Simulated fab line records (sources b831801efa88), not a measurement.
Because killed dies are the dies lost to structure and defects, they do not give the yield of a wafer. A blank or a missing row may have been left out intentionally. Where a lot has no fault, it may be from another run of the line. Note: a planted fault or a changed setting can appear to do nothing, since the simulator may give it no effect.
Matching of chambers	flow gf180mcu	4 sister chambers for GF_M5_ETCH_09 on rie diel-01
The step etches Si3N4 in CF4/O2, target depth 52 nm, time 11.6 s. 4 wafers are shown with their chamber, then 8 later ones without.

== WAFERS, EACH WITH ITS CHAMBER ==
wafer	chamber	drypump motor current A (A)
L079.2	2	5.2
L079.3	0	5.6
L079.4	3	5.9
L083.1	1	5.0

== WAFERS MISSING THEIR CHAMBER ==
wafer	drypump motor current A (A)
L083.3	5.9
L083.6	5.3
L087.3	5.9
L087.4	5.2
L087.6	5.0
L097.2	5.0
L097.3	5.2
L097.5	5.0

== WHICH CHAMBER EACH ONE RAN IN ==
wafer	from the rows above	in truth
L083.3	3	3
L083.6	2	2
L087.3	3	3
L087.4	2	2
L087.6	1	1
L097.2	1	1
L097.3	2	2
L097.5	1	1
Placed correctly: 8 of 8. Can't be placed from these rows: 0. Number placed wrongly: 0.
How it was worked out, from the rows above alone: a wafer's distance from a chamber is the root of the sum, over the readings, of the square of ((its reading less the chamber's mean) divided by the reading's scatter). If the next closest chamber is less than 2 further off than the closest, the wafer can't be placed; otherwise it belongs to the closest. A chamber's mean is the mean of its shown wafers. The scatter: with one shown wafer a chamber, the root of the mean of the squares of how far each hidden wafer lies from its nearest shown one.
